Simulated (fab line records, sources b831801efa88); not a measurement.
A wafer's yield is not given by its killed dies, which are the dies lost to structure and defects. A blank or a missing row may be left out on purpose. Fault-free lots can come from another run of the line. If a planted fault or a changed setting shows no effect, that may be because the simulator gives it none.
The tool behind it: which one? + flow gf180mcu + 6 lots, 18 wafers sampled, at 1 step of a route of 602

## WHAT THE GAUGES SHOWED, per wafer
GF_NWELL_OVL_MEAS_07.
| lot  | measured    | on         | NWELL_OVL (nm) |
|------|-------------|------------|----------------|
| L882 | day 3 22:52 | overlay-02 | -1.7 -1.1 -1.0 |
| L885 | day 4 09:11 | overlay-01 | 1.6 -0.3 1.3   |
| L888 | day 5 02:55 | overlay-02 | 2.6 1.5 1.5    |
| L893 | day 6 07:59 | overlay-01 | -1.6 -2.4 -4.5 |
| L896 | day 6 21:30 | overlay-01 | -0.4 -1.1 1.2  |
| L902 | day 8 09:59 | overlay-02 | -0.4 -2.2 -0.5 |

## WHICH TOOL RAN EACH LOT (tool, then ch and the chambers of the sampled wafers, then the start)
There is no process step in the record ahead of these readings.

## THE ANSWER, worked out from the rows above alone
Rule: the lots themselves supply what counts as usual. Put in order of their means at a reading, lots are off if they are a third of the lots or fewer, leave a main group of 4 or more, and stand apart from it by a gap of 3 or more times the standard deviation of the main group's means; of several such gaps the widest counts. Not used: any main group whose means are identical at the precision the tables above print for the reading. A lot without any number at a reading at which 4 lots or more have one is off too. The other lots that the step has rows for count as sound.
None of the lots is off at any reading shown; this tells nothing.

## WHAT WAS PUT IN BY THE SIMULATOR
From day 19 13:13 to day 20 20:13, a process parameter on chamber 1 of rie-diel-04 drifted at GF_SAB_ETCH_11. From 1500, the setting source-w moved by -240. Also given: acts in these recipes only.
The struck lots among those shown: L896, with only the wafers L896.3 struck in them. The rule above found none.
